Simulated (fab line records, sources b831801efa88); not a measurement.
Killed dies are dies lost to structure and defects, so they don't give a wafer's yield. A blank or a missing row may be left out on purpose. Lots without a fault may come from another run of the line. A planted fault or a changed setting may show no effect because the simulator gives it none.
Which tool did it? | flow sky130 | 11 lots, 33 wafers sampled, at 7 steps of a route of 708

WHAT THE GAUGES READ, wafer by wafer
SKY_POLY_CUT_CD_MEAS_08: target cd 270 nm. Usual: cd_nm 269.9 nm, standard deviation 1.6.
lot  | measured     | on        | cd_nm (nm)        | flag
L273 | day 24 17:39 | cd_sem-01 | 272.9 272.3 272.6 |
L276 | day 26 00:05 | cd_sem-02 | 270.4 270.7 271.6 |
L279 | day 27 01:55 | cd_sem-01 | 269.3 269.3 270.0 |
L280 | day 27 06:38 | cd_sem-02 | 268.8 269.6 269.3 |
L281 | day 27 10:50 | cd_sem-02 | 270.5 271.4 271.2 |
L282 | day 27 18:19 | cd_sem-01 | 270.8 270.1 271.5 |
L288 | day 30 04:00 | cd_sem-01 | 272.1 271.4 271.6 |
L290 | day 30 12:11 | cd_sem-02 | 271.2 271.3 272.2 |
L291 | day 30 22:34 | cd_sem-02 | 271.4 272.1 270.9 |
L292 | day 31 03:20 | cd_sem-02 | 268.0 268.5 268.5 |
L294 | day 31 18:56 | cd_sem-02 | 271.0 270.7 271.6 |

SKY_SD_P_TW_MEAS_11. Usual: SD_P_TW 2812, standard deviation 15.
lot  | measured     | on            | SD_P_TW        | flag
L273 | day 25 23:12 | film_metro-02 | 2800 2803 2794 |
L276 | day 27 05:47 | film_metro-02 | 2830 2823 2814 |
L279 | day 28 07:25 | film_metro-02 | 2814 2809 2802 |
L280 | day 28 11:22 | film_metro-02 | 2709 2712 2721 | OFF
L281 | day 28 16:11 | film_metro-04 | 2732 2703 2725 | OFF
L282 | day 28 22:46 | film_metro-04 | 2723 2724 2717 | OFF
L288 | day 31 08:07 | film_metro-02 | 2807 2802 2805 |
L290 | day 31 15:44 | film_metro-02 | 2803 2789 2817 |
L291 | day 32 02:16 | film_metro-02 | 2811 2827 2806 |
L292 | day 32 07:47 | film_metro-04 | 2799 2809 2788 |
L294 | day 32 21:32 | film_metro-01 | 2838 2847 2853 |

SKY_SD_N_RS_MEAS_17: measures by four-point-probe. Usual: SD_P_RS 146.9 ohm/sq, standard deviation 0.43.
lot  | measured     | on            | SD_P_RS (ohm/sq)  | flag
L273 | day 28 10:01 | film_metro-01 | 147.0 146.8 147.2 |
L276 | day 29 15:20 | film_metro-02 | 147.3 147.2 146.8 |
L279 | day 30 16:59 | film_metro-04 | 147.5 147.4 147.5 |
L280 | day 30 19:57 | film_metro-04 | 150.0 149.8 150.2 | OFF
L281 | day 31 00:40 | film_metro-04 | 150.0 149.6 149.6 | OFF
L282 | day 31 07:51 | film_metro-04 | 150.4 150.4 150.4 | OFF
L288 | day 33 15:25 | film_metro-04 | 147.5 147.3 147.0 |
L290 | day 33 22:35 | film_metro-04 | 147.0 147.1 147.4 |
L291 | day 34 08:56 | film_metro-02 | 147.3 147.8 147.3 |
L292 | day 34 13:47 | film_metro-04 | 146.8 147.3 147.1 |
L294 | day 35 03:00 | film_metro-01 | 146.4 146.4 145.6 |

SKY_METAL2_RS_MEAS_05: measures by four-point-probe. Usual: METAL2_ALCU_RS 0.1270 ohm/sq, standard deviation 0.0014.
lot  | measured     | on            | METAL2_ALCU_RS (ohm/sq) | flag
L273 | day 34 12:58 | film_metro-03 | 0.1259 0.1286 0.1264    |
L276 | day 35 15:32 | film_metro-03 | 0.1269 0.1252 0.1270    |
L279 | day 36 14:04 | film_metro-03 | 0.1260 0.1263 0.1249    |
L280 | day 36 19:03 | film_metro-03 | 0.1273 0.1267 0.1279    |
L281 | day 36 22:40 | film_metro-03 | 0.1281 0.1262 0.1282    |
L282 | day 37 05:31 | film_metro-03 | 0.1269 0.1250 0.1258    |
L288 | day 39 09:25 | film_metro-03 | 0.1280 0.1266 0.1281    |
L290 | day 39 15:21 | film_metro-03 | 0.1259 0.1267 0.1261    |
L291 | day 40 00:38 | film_metro-02 | 0.1276 0.1284 0.1285    |
L292 | day 40 07:47 | film_metro-02 | 0.1288 0.1272 0.1292    |
L294 | day 40 22:34 | film_metro-02 | 0.1281 0.1265 0.1283    |

WHICH TOOL RAN EACH LOT (tool, then ch and the chambers of the sampled wafers, then the start)
lot  | SKY_SD_P_IMPLANT_09             | SKY_SD_P_STRIP_10                    | SKY_CONTACT_CVD_00
L273 | implanter-01 ch 0, day 25 22:58 | plasma_asher-03 ch 0,1, day 25 23:05 | pecvd-01 ch 1,2, day 30 21:59
L276 | implanter-01 ch 0, day 27 05:32 | plasma_asher-02 ch 0,1, day 27 05:41 | pecvd-03 ch 0,2, day 32 01:36
L279 | implanter-02 ch 0, day 28 07:11 | plasma_asher-01 ch 0,1, day 28 07:19 | pecvd-04 ch 1,2, day 33 02:07
L280 | implanter-01 ch 0, day 28 11:10 | plasma_asher-01 ch 0,1, day 28 11:16 | pecvd-03 ch 0,1, day 33 06:46
L281 | implanter-01 ch 0, day 28 15:53 | plasma_asher-03 ch 0,1, day 28 16:02 | pecvd-01 ch 0,1, day 33 10:03
L282 | implanter-01 ch 0, day 28 22:32 | plasma_asher-03 ch 0,1, day 28 22:40 | pecvd-03 ch 0,1,2, day 33 17:14
L288 | implanter-01 ch 0, day 31 07:55 | plasma_asher-03 ch 0,1, day 31 08:01 | pecvd-03 ch 1,2, day 35 23:37
L290 | implanter-04 ch 0, day 31 15:29 | plasma_asher-03 ch 0,1, day 31 15:38 | pecvd-01 ch 0,2, day 36 05:36
L291 | implanter-04 ch 0, day 32 02:02 | plasma_asher-03 ch 0,1, day 32 02:10 | pecvd-04 ch 0,1,2, day 36 16:00
L292 | implanter-01 ch 0, day 32 07:32 | plasma_asher-02 ch 0,1, day 32 07:41 | pecvd-03 ch 0,1,2, day 36 22:15
L294 | implanter-01 ch 0, day 32 21:17 | plasma_asher-01 ch 0,1, day 32 21:26 | pecvd-04 ch 0,1,2, day 37 09:44
- SKY_SD_P_IMPLANT_09
- SKY_SD_P_STRIP_10: strips in O2/N2.
- SKY_CONTACT_CVD_00: deposits Si3N4, target thk 75 nm.

WHAT THE TOOLS THEMSELVES READ (means of the sampled wafers that have a number; where no wafer has one, the mark that the record gives instead)
SKY_SD_P_IMPLANT_09. Usual: beam_energy_keV 20.002, standard deviation 0.006; beam_on_s 13.5 s, standard deviation 0.3; dose_ions_cm2 3e+15, standard deviation 3.3e+12; faraday_current_uA 12172, standard deviation 260.
lot  | tool         | beam_energy_keV | beam_on_s (s) | dose_ions_cm2 | faraday_current_uA | flag
L273 | implanter-01 | 20.005          | 13.6          | 3e+15         | 12053              |
L276 | implanter-01 | 20.008          | 13.4          | 3e+15         | 12258              |
L279 | implanter-02 | 19.999          | 13.4          | 3e+15         | 12269              |
L280 | implanter-01 | 20.009          | 10.9          | 3e+15         | 14870              | OFF
L281 | implanter-01 | 20.001          | 10.8          | 3e+15         | 15055              | OFF
L282 | implanter-01 | 20.003          | 11.1          | 3e+15         | 14762              | OFF
L288 | implanter-01 | 19.995          | 13.3          | 3e+15         | 12284              |
L290 | implanter-04 | 20.006          | 13.5          | 3e+15         | 12092              |
L291 | implanter-04 | 19.998          | 13.6          | 3e+15         | 12083              |
L292 | implanter-01 | 20.003          | 13.5          | 3e+15         | 12069              |
L294 | implanter-01 | 20.003          | 13.6          | 3e+15         | 12092              |

SKY_SD_P_STRIP_10. Usual: drypump_motor_current_A 6.0 A, standard deviation 0.36; oes_product_au 0.617 a.u., standard deviation 0.0046; strip_time_to_endpoint_s 17.50 s, standard deviation 0.035.
lot  | tool            | drypump_motor_current_A (A) | oes_product_au (a.u.) | strip_time_to_endpoint_s (s) | flag
L273 | plasma_asher-03 | 6.4                         | 0.616                 | 17.52                        |
L276 | plasma_asher-02 | 5.7                         | 0.615                 | 17.46                        |
L279 | plasma_asher-01 | 5.7                         | 0.616                 | 17.47                        |
L280 | plasma_asher-01 | 5.7                         | 0.628                 | 17.17                        | OFF
L281 | plasma_asher-03 | 6.4                         | 0.624                 | 17.13                        | OFF
L282 | plasma_asher-03 | 6.4                         | 0.627                 | 17.14                        | OFF
L288 | plasma_asher-03 | 6.4                         | 0.621                 | 17.45                        |
L290 | plasma_asher-03 | 6.4                         | 0.620                 | 17.50                        |
L291 | plasma_asher-03 | 6.4                         | 0.615                 | 17.48                        |
L292 | plasma_asher-02 | 5.6                         | 0.614                 | 17.49                        |
L294 | plasma_asher-01 | 5.7                         | 0.612                 | 17.52                        |

SKY_CONTACT_CVD_00. Usual: heater_power_w 735 W, standard deviation 110.
lot  | tool     | heater_power_w (W) | flag
L273 | pecvd-01 | 761                |
L276 | pecvd-03 | 847                |
L279 | pecvd-04 | 767                |
L280 | pecvd-03 | 692                |
L281 | pecvd-01 | 666                |
L282 | pecvd-03 | 790                |
L288 | pecvd-03 | 880                |
L290 | pecvd-01 | 669                |
L291 | pecvd-04 | 719                |
L292 | pecvd-03 | 820                |
L294 | pecvd-04 | 675                |

THE ANSWER, worked out from the rows above alone
Rule: a lot is off if the mean of its wafers that have a number lies more than 3 standard deviations from the usual mean. A lot without any number at a reading at which 4 lots or more have one is off too. The other lots that the step has rows for count as sound. The gauges are gone through in route order, then the tools' own readings, and for those a lot's mean is taken as printed above. The first step at which some lot is off is used, and at that step the reading that is off furthest; a lot without a number counts as furthest.
Off: L280, L281, L282, at SKY_SD_P_TW_MEAS_11 (SD_P_TW).
A tool fits if, at a process step before that reading, it ran every lot that is off, and no sound lot after the first of them. The gauges at SKY_SD_P_TW_MEAS_11 aren't tried: what is off there is off at SKY_SD_P_IMPLANT_09 too, on other tools, and a gauge's error can't cause that. None of those tried fits.

WHAT THE SIMULATOR HAD PUT IN
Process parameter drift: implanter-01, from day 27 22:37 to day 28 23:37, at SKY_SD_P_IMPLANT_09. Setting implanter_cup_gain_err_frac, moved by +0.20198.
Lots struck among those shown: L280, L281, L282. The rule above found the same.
